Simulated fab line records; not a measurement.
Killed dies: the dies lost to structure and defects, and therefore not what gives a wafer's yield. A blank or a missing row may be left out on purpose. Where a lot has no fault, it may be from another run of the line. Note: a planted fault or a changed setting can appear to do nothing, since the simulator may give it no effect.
One fault through the eyes of 2 desks	flow gf180mcu	what lay behind the numbers comes last; until then each desk has only its own

FROM THE METROLOGY DESK
What the gauges read, lot by lot, whatever tool the lot ran on: means of the sampled wafers that have a number. A lot is out of limits, marked OUT, if its mean lies more than 4 standard deviations from the usual mean; the brackets give that distance.
Columns: A = cd nm at GF_CONTACT_CD_MEAS_14, usual 219.7 nm; B = CONTACT_OVL at GF_CONTACT_OVL_MEAS_15, usual 10 nm; C = CONTACT_W_RS at GF_CONTACT_RS_MEAS_25, usual 0.387 ohm/sq; D = CONTACT_W_THK at GF_CONTACT_THK_MEAS_26, usual 301 nm
lot	first seen here	A	B	C	D
L566	day 19 05:03	219.9	12	0.387	301
L567	day 19 22:24	219.2	5	0.383	309
L568	day 20 09:58	219.5	3	0.380	305
L569	day 20 15:11	219.6	6	0.383	305
L571	day 21 05:01	221.2	10	0.377	311
L578	day 23 17:16	219.5	21	0.389	300
L579	day 23 22:06	220.4	4	0.383	301
Result from this desk: across the 7 lots, nothing is out of limits.

TOOL OWNER'S DESK, cvd w-01
The tool's own readings at GF_CONTACT_CVD_24 (deposits W, target thk 300 nm, time 90.339 s): means of the sampled wafers that have a number, for each lot that ran on this tool. A lot is out of limits, marked OUT, if its mean lies more than 4 standard deviations from the usual mean; the brackets give that distance.
Columns: A = heater power w at GF_CONTACT_CVD_24, usual 731 W
lot	first seen here	A
L566	day 19 05:47	660
L567	day 19 23:07	667
L568	day 20 10:40	676
L569	day 20 15:55	682
L571	day 21 05:43	677
L578	day 23 17:59	685
Result from this desk: across the 6 lots, nothing is out of limits.

PUT TOGETHER
The metrology desk saw nothing out of limits.
Nothing out of limits was seen by the tool owner's desk.

WHAT THE SIMULATOR PUT IN
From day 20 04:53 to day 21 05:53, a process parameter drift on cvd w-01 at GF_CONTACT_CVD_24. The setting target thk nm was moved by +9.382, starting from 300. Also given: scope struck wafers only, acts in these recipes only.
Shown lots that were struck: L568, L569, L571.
